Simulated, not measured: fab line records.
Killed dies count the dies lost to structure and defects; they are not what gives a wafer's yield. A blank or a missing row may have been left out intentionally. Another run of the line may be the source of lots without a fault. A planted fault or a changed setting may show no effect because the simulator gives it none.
What tool caused it? | flow gf180mcu | 12 lots, 36 wafers sampled, at 4 steps of a route of 602

WHAT EACH GAUGE READ, for each wafer
GF_M3_RS_MEAS_05: measures by four-point-probe.
lot  | measured     | on            | M3_ALCU_RS (ohm/sq)
L671 | day 21 04:07 | film-metro-03 | 0.0684 0.0705 0.0703
L670 | day 21 06:57 | film-metro-03 | 0.0707 0.0704 0.0705
L674 | day 21 09:58 | film-metro-03 | 0.0707 0.0689 0.0694
L675 | day 21 11:54 | film-metro-04 | 0.0703 0.0688 0.0707
L676 | day 21 19:51 | film-metro-03 | 0.0704 0.0705 0.0709
L677 | day 22 05:19 | film-metro-04 | 0.0703 0.0680 0.0686
L678 | day 22 07:52 | film-metro-01 | 0.0697 0.0701 0.0706
L679 | day 22 22:04 | film-metro-01 | 0.0688 0.0670 0.0677
L680 | day 23 02:34 | film-metro-04 | 0.0702 0.0704 0.0702
L681 | day 23 10:28 | film-metro-03 | 0.0710 0.0685 0.0701
L684 | day 24 07:38 | film-metro-01 | 0.0711 0.0690 0.0690
L687 | day 25 12:18 | film-metro-03 | 0.0695 0.0704 0.0695

GF_M3_OVL_MEAS_15.
lot  | measured     | on         | M3_OVL (nm)
L671 | day 22 02:16 | overlay-02 | -2 -3 3
L670 | day 22 05:15 | overlay-02 | 3 -1 0
L674 | day 22 08:22 | overlay-02 | 3 -1 -2
L675 | day 22 10:19 | overlay-02 | -6 -2 -2
L676 | day 22 18:37 | overlay-01 | -1 -7 -10
L677 | day 23 03:33 | overlay-01 | -3 3 6
L678 | day 23 06:09 | overlay-01 | 10 0 9
L679 | day 23 20:15 | overlay-02 | 3 -3 1
L680 | day 24 00:19 | overlay-01 | 1 -3 -2
L681 | day 24 08:27 | overlay-01 | -10 7 2
L684 | day 25 06:10 | overlay-01 | -5 -5 -10
L687 | day 26 10:23 | overlay-01 | 1 9 -5

GF_V3_CD_MEAS_14: the cd target is 260 nm.
lot  | measured     | on        | cd-nm (nm)
L671 | day 23 01:41 | cd-sem-02 | 262.1 263.8 262.9
L670 | day 23 05:14 | cd-sem-02 | 259.9 259.7 259.5
L674 | day 23 08:17 | cd-sem-02 | 257.8 258.8 258.7
L675 | day 23 10:13 | cd-sem-02 | 260.7 260.0 260.7
L676 | day 23 18:08 | cd-sem-01 | 261.1 260.7 259.2
L677 | day 24 03:05 | cd-sem-02 | 258.3 259.1 258.4
L678 | day 24 06:05 | cd-sem-01 | 259.5 260.5 260.2
L679 | day 24 20:29 | cd-sem-01 | 258.0 257.8 257.8
L680 | day 24 23:58 | cd-sem-01 | 259.8 260.0 260.6
L681 | day 25 07:29 | cd-sem-02 | 261.2 261.6 261.3
L684 | day 26 05:04 | cd-sem-01 | 260.9 262.4 261.8
L687 | day 27 09:02 | cd-sem-02 | 259.6 260.2 275.0

EACH LOT AND THE TOOL THAT RAN IT (in order: tool; ch and the chambers of the sampled wafers; start)
lot  | GF_V3_EXPOSE_11
L671 | krf-scanner-01 ch 0, day 22 14:43
L670 | krf-scanner-01 ch 0, day 22 18:34
L674 | krf-scanner-02 ch 0, day 22 21:48
L675 | krf-scanner-01 ch 0, day 22 23:41
L676 | krf-scanner-01 ch 0, day 23 07:13
L677 | krf-scanner-01 ch 0, day 23 16:14
L678 | krf-scanner-01 ch 0, day 23 19:23
L679 | krf-scanner-01 ch 0, day 24 08:44
L680 | krf-scanner-01 ch 0, day 24 12:42
L681 | krf-scanner-01 ch 0, day 24 21:17
L684 | krf-scanner-01 ch 0, day 25 18:39
L687 | krf-scanner-01 ch 0, day 26 23:04
- GF_V3_EXPOSE_11: exposes mask Via3, target cd 260 nm.

WHAT THE TOOLS THEMSELVES READ (means of the sampled wafers that have a number; where no wafer has one, the mark that the record gives instead)
GF_V3_EXPOSE_11.
lot  | tool           | stage-vel-mm-s (mm/s)
L671 | krf-scanner-01 | 500.06
L670 | krf-scanner-01 | 499.99
L674 | krf-scanner-02 | 500.46
L675 | krf-scanner-01 | 499.81
L676 | krf-scanner-01 | 500.02
L677 | krf-scanner-01 | 499.93
L678 | krf-scanner-01 | 500.12
L679 | krf-scanner-01 | 499.90
L680 | krf-scanner-01 | 499.72
L681 | krf-scanner-01 | 500.20
L684 | krf-scanner-01 | 499.92
L687 | krf-scanner-01 | 500.40

THE ANSWER, worked out from the rows above alone
Rule: the usual values come from the lots themselves. Put in order of their means at a reading, lots are off if they are a third of the lots or fewer, leave a main group of 4 or more, and stand apart from it by a gap of 3 or more times the standard deviation of the main group's means; of several such gaps the widest counts. If all means in a main group match to the digits the tables above print for the reading, that group is not used. Also off: a lot with no number at a reading for which 4 or more lots have one. Any other lot the step has rows for is counted as sound. The gauges are gone through in route order, then the tools' own readings, and for those a lot's mean is taken as printed above. The first step at which some lot is off is used, and at that step the reading that is off furthest; a lot without a number counts as furthest.
Nothing can be told from this: no lot is off at any reading shown.

WHAT THE SIMULATOR HAD INSERTED
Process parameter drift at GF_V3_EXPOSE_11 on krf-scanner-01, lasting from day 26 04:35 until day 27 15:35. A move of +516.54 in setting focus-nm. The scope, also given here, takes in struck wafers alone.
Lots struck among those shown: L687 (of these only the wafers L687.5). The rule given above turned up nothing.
